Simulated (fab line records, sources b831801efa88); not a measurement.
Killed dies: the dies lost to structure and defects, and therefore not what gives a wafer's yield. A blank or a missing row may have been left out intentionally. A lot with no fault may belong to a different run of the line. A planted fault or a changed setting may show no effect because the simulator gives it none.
fab line records	flow sky130
record lots=14	wafers=42	last_day=50
route steps=708 shown RES_PROTECT@215 LDD_HVN@276 LDD_HVP@288 LDD_LDN@300
lots with no fault: from the same line, run without faults
start_h: hours from the record's first day to the start of the lot's first wafer shown	wait_h: how many hours have passed since the lot's step before this one	" unchanged from the row above	L1.1+2: a row that stands for several wafers	- no value present, or no start provided	* or withheld: withheld	< > ~ a bound
route shown NAME@n: a module of which the file shows steps, and the number in the route of the first	usual: the fault-free wafers' mean and standard deviation	same: alike in all rows	chamber/n: place in a boat	sites: the reading at each site	_std_site: their standard deviation	_edge_site: mean of outer sites minus mean of inner sites	radius_mm: how far each site lies from the wafer's centre	mask NAME#n: copy n	behind: the last tool/chamber to shape the wafer	hold: cause of the lot's hold/its duration in hours/its outcome	device: the n, p or np transistor that did not switch	end of line: the tests these same wafers got at the end of their route	where a step has no rows: the recipe by itself	killed: dies lost to structure and defects at the first sort, not the wafer's yield	map: a wafer's dies, marking killed ones x, the rest . and places with no die _
set.NAME: setting as actually run; set.NAME@STEP: the setting as run at that earlier step	model.NAME: the simulator's own value behind a step, which no gauge read
one table for each step of the route and one row for each wafer, over a sample of lots
services: when a tool's chamber went out of use (start_h, in hours from the record's first day, below 0 if earlier), for how many hours, and the reason
## steps
# step SKY_RES_PROTECT_TW_MEAS_08
# usual POLY_GATE_TW=4059/22
lot.wafer	tool	chamber	start_h	wait_h	POLY_GATE_TW
L980.3	film_metro-02	-	351.56	0.1	4087
L980.4	"	-	"	"	4067
L980.6	"	-	"	"	4089
L983.2	film_metro-02	-	358.10	0.1	4084
L983.3	"	-	"	"	4098
L983.6	"	-	"	"	4098
L985.1	film_metro-02	-	376.83	0.1	4068
L985.3	"	-	"	"	4049
L985.5	"	-	"	"	4062
L986.2	film_metro-03	-	390.42	0.1	4050
L986.5	"	-	"	"	4074
L986.6	"	-	"	"	4071
L988.4	film_metro-03	-	416.47	0.1	4050
L988.5	"	-	"	"	4042
L988.6	"	-	"	"	4053
L991.1	film_metro-04	-	442.39	0.1	4030
L991.2	"	-	"	"	4031
L991.3	"	-	"	"	4039
L992.1	film_metro-03	-	448.24	0.1	4055
L992.4	"	-	"	"	4043
L992.6	"	-	"	"	4055
L993.3	film_metro-03	-	461.08	0.1	4051
L993.5	"	-	"	"	4042
L993.6	"	-	"	"	4026
L995.2	film_metro-02	-	467.32	0.1	4035
L995.3	"	-	"	"	4054
L995.6	"	-	"	"	4020
L997.1	film_metro-02	-	485.58	0.1	4057
L997.5	"	-	"	"	4053
L997.6	"	-	"	"	4063
L998.2	film_metro-04	-	495.10	0.1	4034
L998.4	"	-	"	"	4023
L998.6	"	-	"	"	4027
L101.2	film_metro-03	-	512.57	0.1	4070
L101.3	"	-	"	"	4080
L101.5	"	-	"	"	4060
L102.1	film_metro-02	-	530.09	0.1	4074
L102.3	"	-	"	"	4068
L102.4	"	-	"	"	4111
L103.1	film_metro-03	-	534.86	0.1	4053
L103.2	"	-	"	"	4065
L103.4	"	-	"	"	4048
# step SKY_LDD_HVN_STRIP_09
# recipe chemistry=O2/N2	power_w=1400	pressure_mtorr=1500	platen_temp_c=withheld	o2_flow_sccm=3000	n2_flow_sccm=300	overash_fraction=0.5
# usual drypump_motor_current_A=5.5/0.45	oes_product_au=0.408/0.0044	strip_time_to_endpoint_s=4.131/0.015
lot.wafer	tool	chamber	start_h	wait_h	drypump_motor_current_A	oes_product_au	rf_hours_counter_h	strip_time_to_endpoint_s
L980.3	plasma_asher-03	1	477.50	0.1	5.2	0.409	-	4.131
L980.4	"	0	"	"	5.2	0.408	-	4.127
L980.6	"	1	"	"	5.2	0.418	-	4.131
L983.2	plasma_asher-02	0	486.13	0.1	6.1	0.408	67	4.149
L983.3	"	1	"	"	5.8	0.404	-	4.136
L983.6	"	0	"	"	6.1	0.410	-	4.132
L985.1	plasma_asher-02	0	504.07	0.1	6.1	0.410	69	4.139
L985.3	"	0	"	"	6.1	0.399	-	4.113
L985.5	"	0	"	"	6.1	0.406	-	4.139
L986.2	plasma_asher-03	1	517.30	0.1	5.2	0.412	9	4.126
L986.5	"	0	"	"	5.2	0.402	-	4.134
L986.6	"	1	"	"	5.2	0.408	-	4.111
L988.4	plasma_asher-02	0	544.11	0.1	6.1	0.408	-	4.148
L988.5	"	0	"	"	6.1	0.412	-	4.138
L988.6	"	1	"	"	5.8	0.404	-	4.132
L991.1	plasma_asher-03	0	570.03	0.1	5.2	0.410	13	4.143
L991.2	"	1	"	"	5.3	0.410	13	4.139
L991.3	"	1	"	"	5.2	0.402	-	4.139
L992.1	plasma_asher-02	0	575.93	0.1	6.1	0.411	76	4.120
L992.4	"	0	"	"	6.1	0.403	-	4.130
L992.6	"	1	"	"	5.8	0.414	-	4.132
L993.3	plasma_asher-01	0	588.96	0.1	5.8	0.405	-	4.126
L993.5	"	1	"	"	4.7	0.412	-	4.139
L993.6	"	0	"	"	5.9	0.409	-	4.140
L995.2	plasma_asher-03	0	595.62	0.1	5.2	0.414	16	4.144
L995.3	"	0	"	"	5.2	0.406	-	4.107
L995.6	"	1	"	"	5.3	0.402	-	4.144
L997.1	plasma_asher-01	1	611.80	0.1	4.8	0.410	94	4.125
L997.5	"	0	"	"	5.9	0.401	-	4.140
L997.6	"	1	"	"	4.7	0.411	-	4.131
L998.2	plasma_asher-01	1	620.12	0.1	4.8	0.411	95	4.139
L998.4	"	1	"	"	4.8	0.399	-	4.129
L998.6	"	1	"	"	4.8	0.403	-	4.120
L101.2	plasma_asher-01	1	637.32	0.1	4.7	0.412	97	4.141
L101.3	"	1	"	"	4.7	0.411	-	4.130
L101.5	"	0	"	"	5.8	0.404	-	4.121
L102.1	plasma_asher-02	1	653.45	0.1	5.8	0.410	83	4.136
L102.3	"	1	"	"	5.8	0.403	-	4.162
L102.4	"	0	"	"	6.1	0.402	-	4.150
L103.1	plasma_asher-03	0	659.20	0.1	5.2	0.405	23	4.135
L103.2	"	1	"	"	5.2	0.402	23	4.122
L103.4	"	1	"	"	5.2	0.412	-	4.134
# step SKY_LDD_HVP_TW_MEAS_10
# usual LDD_HVP_TW=457.6/2.1
lot.wafer	tool	chamber	start_h	wait_h	LDD_HVP_TW
L980.3	film_metro-03	-	508.31	0.1	458.4
L980.4	"	-	"	"	458.2
L980.6	"	-	"	"	462.6
L983.2	film_metro-04	-	515.99	0.1	456.9
L983.3	"	-	"	"	458.5
L983.6	"	-	"	"	461.3
L985.1	film_metro-02	-	533.98	0.1	462.1
L985.3	"	-	"	"	460.7
L985.5	"	-	"	"	463.1
L986.2	film_metro-03	-	547.41	0.1	460.9
L986.5	"	-	"	"	461.8
L986.6	"	-	"	"	458.0
L988.4	film_metro-02	-	574.78	0.1	459.3
L988.5	"	-	"	"	461.1
L988.6	"	-	"	"	460.0
L991.1	film_metro-03	-	600.68	0.1	455.6
L991.2	"	-	"	"	455.1
L991.3	"	-	"	"	454.2
L992.1	film_metro-03	-	606.38	0.1	459.4
L992.4	"	-	"	"	456.7
L992.6	"	-	"	"	456.0
L993.3	film_metro-02	-	618.61	0.1	458.1
L993.5	"	-	"	"	457.1
L993.6	"	-	"	"	458.2
L995.2	film_metro-03	-	625.39	0.1	458.6
L995.3	"	-	"	"	458.9
L995.6	"	-	"	"	456.8
L997.1	film_metro-04	-	641.94	0.1	455.8
L997.5	"	-	"	"	458.1
L997.6	"	-	"	"	455.8
L998.2	film_metro-04	-	649.89	0.1	456.0
L998.4	"	-	"	"	454.6
L998.6	"	-	"	"	456.5
L101.2	film_metro-03	-	667.39	0.1	458.1
L101.3	"	-	"	"	458.8
L101.5	"	-	"	"	457.0
L102.1	film_metro-04	-	683.98	0.1	455.2
L102.3	"	-	"	"	454.8
L102.4	"	-	"	"	456.9
L103.1	film_metro-04	-	688.34	0.1	455.1
L103.2	"	-	"	"	456.6
L103.4	"	-	"	"	453.5
# step SKY_LDD_LDN_IMPLANT_11
# recipe species=As	energy_kev=15	dose_cm2=1.25e+13	tilt_deg=withheld	rotation_deg=293
# usual beam_energy_keV=15.000/0.0045	beam_on_s=10.00/0.18
lot.wafer	tool	chamber	start_h	wait_h	beam_energy_keV	beam_on_s
L980.3	implanter-02	0	538.63	0.1	15.004	9.92
L980.4	"	0	"	"	15.009	10.37
L980.6	"	0	"	"	15.009	9.91
L983.2	implanter-01	0	545.89	0.1	14.991	10.12
L983.3	"	0	"	"	15.000	9.90
L983.6	"	0	"	"	14.999	9.98
L985.1	implanter-03	0	565.38	0.1	15.005	9.75
L985.3	"	0	"	"	15.003	9.62
L985.5	"	0	"	"	15.001	9.95
L986.2	implanter-03	0	578.54	0.1	14.987	10.02
L986.5	"	0	"	"	15.002	9.79
L986.6	"	0	"	"	14.996	10.06
L988.4	implanter-02	0	605.05	0.1	15.003	9.73
L988.5	"	0	"	"	14.997	10.21
L988.6	"	0	"	"	14.997	10.03
L991.1	implanter-02	0	629.72	0.1	14.997	9.59
L991.2	"	0	"	"	14.994	10.07
L991.3	"	0	"	"	14.993	9.89
L992.1	implanter-01	-	634.99	0.1	-	-
L992.4	"	-	"	"	-	-
L992.6	"	-	"	"	-	-
L993.3	implanter-01	-	648.08	0.1	-	-
L993.5	"	-	"	"	-	-
L993.6	"	-	"	"	-	-
L995.2	implanter-01	0	655.45	0.1	14.997	10.18
L995.3	"	0	"	"	15.002	9.98
L995.6	"	0	"	"	14.999	10.26
L997.1	implanter-02	0	671.87	0.1	14.997	10.06
L997.5	"	0	"	"	15.002	9.92
L997.6	"	0	"	"	15.001	9.84
L998.2	implanter-03	0	679.45	0.1	14.998	10.03
L998.4	"	0	"	"	14.999	9.95
L998.6	"	0	"	"	15.002	9.88
L101.2	implanter-02	0	696.44	0.1	14.997	9.96
L101.3	"	0	"	"	15.002	10.14
L101.5	"	0	"	"	15.002	10.02
L102.1	implanter-01	0	712.69	0.1	14.997	9.84
L102.3	"	0	"	"	14.995	10.30
L102.4	"	0	"	"	15.000	10.25
L103.1	implanter-03	0	717.08	0.1	14.998	9.83
L103.2	"	0	"	"	15.009	10.11
L103.4	"	0	"	"	15.003	9.86
# step SKY_LDD_LDN_TW_MEAS_13
# usual LDD_LDN_TW=1481/7.8
lot.wafer	tool	chamber	start_h	wait_h	hold	LDD_LDN_TW
L980.3	film_metro-03	-	538.85	0.1	-	1487
L980.4	"	-	"	"	-	1493
L980.6	"	-	"	"	-	1484
L983.2	film_metro-04	-	546.13	0.1	-	1472
L983.3	"	-	"	"	-	1472
L983.6	"	-	"	"	-	1472
L985.1	film_metro-03	-	565.63	0.1	-	1490
L985.3	"	-	"	"	-	1492
L985.5	"	-	"	"	-	1479
L986.2	film_metro-01	-	578.78	0.1	-	1473
L986.5	"	-	"	"	-	1466
L986.6	"	-	"	"	-	1474
L988.4	film_metro-01	-	605.26	0.1	-	1472
L988.5	"	-	"	"	-	1473
L988.6	"	-	"	"	-	1472
L991.1	film_metro-01	-	629.97	0.1	-	1484
L991.2	"	-	"	"	-	1483
L991.3	"	-	"	"	-	1481
L992.1	film_metro-01	-	635.24	0.1	await_dispo/0.2h/release	1359
L992.4	"	-	"	"	await_dispo/0.2h/release	1359
L992.6	"	-	"	"	await_dispo/0.2h/release	1352
L992.1	film_metro-01	-	635.46	0.2	-	1357
L992.4	"	-	"	"	-	1355
L992.6	"	-	"	"	-	1361
L993.3	film_metro-04	-	648.30	0.1	await_dispo/0.2h/release	1350
L993.5	"	-	"	"	await_dispo/0.2h/release	1361
L993.6	"	-	"	"	await_dispo/0.2h/release	1357
L993.3	film_metro-04	-	648.52	0.2	-	1365
L993.5	"	-	"	"	-	1361
L993.6	"	-	"	"	-	1358
L995.2	film_metro-04	-	655.69	0.1	-	1484
L995.3	"	-	"	"	-	1483
L995.6	"	-	"	"	-	1484
L997.1	film_metro-01	-	672.12	0.1	-	1463
L997.5	"	-	"	"	-	1477
L997.6	"	-	"	"	-	1476
L998.2	film_metro-03	-	679.69	0.1	-	1489
L998.4	"	-	"	"	-	1494
L998.6	"	-	"	"	-	1488
L101.2	film_metro-03	-	696.68	0.1	-	1478
L101.3	"	-	"	"	-	1487
L101.5	"	-	"	"	-	1495
L102.1	film_metro-03	-	712.94	0.1	-	1479
L102.3	"	-	"	"	-	1485
L102.4	"	-	"	"	-	1489
L103.1	film_metro-03	-	717.33	0.1	-	1481
L103.2	"	-	"	"	-	1492
L103.4	"	-	"	"	-	1483
## services
tool	chamber	start_h	hours	kind
implanter-01	-	472.03	17.6	repair
implanter-02	-	484.72	1.4	repair
implanter-03	-	484.74	2.4	repair
implanter-01	-	489.68	2.2	pm
implanter-01	-	520.50	3.8	repair
plasma_asher-01	-	526.68	3.8	repair
implanter-01	-	564.82	23.0	pm
implanter-03	-	566.30	1.8	repair
plasma_asher-02	-	601.70	2.8	pm
implanter-03	-	649.47	4.6	pm
plasma_asher-03	-	658.47	0.7	repair
implanter-02	-	682.51	5.3	repair
implanter-01	-	693.51	4.3	pm
implanter-02	-	714.30	4.3	repair
## key
first_sign step=SKY_LDD_LDN_IMPLANT_11	reading=tool_record	direction=missing
effect step=SKY_LDD_LDN_TW_MEAS_13	reading=visit	direction=added
effect step=SKY_LDD_LDN_TW_MEAS_13	reading=LDD_LDN_TW	direction=down	sigmas=16	usual=1481	struck=1356
met_at SKY_LDD_LDN_IMPLANT_11
struck_lots L992,L993
later_rows_left_out L992.1,L992.4,L992.6,L993.3,L993.5,L993.6
sort_left_out L992.1,L992.4,L992.6,L993.3,L993.5,L993.6
tester_left_out L992,L993
not_acting_at SKY_RES_PROTECT_TW_MEAS_08,SKY_LDD_HVN_STRIP_09,SKY_LDD_HVP_TW_MEAS_10
onset_between 545.89 634.99
fault kind=skipped_step_whole	tool=implanter-01	chamber=-	onset_h=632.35	steps=SKY_LDD_LDN_IMPLANT_11	scope=struck_lots_only
# tester_left_out: of these lots the tester's yield and bins aren't shown, on N5 and GAA mostly nor the transistor test; their killed dies are dies lost to structure and defects alone, not to doping, threshold or leakage, so they don't give the yield
# sort_left_out: the simulated sort isn't trusted on such a fault, so these wafers' sort isn't shown, and their yield isn't known
# later_rows_left_out: the simulator's readings of these wafers behind a module that went badly wrong aren't trusted and aren't shown, but for the sort
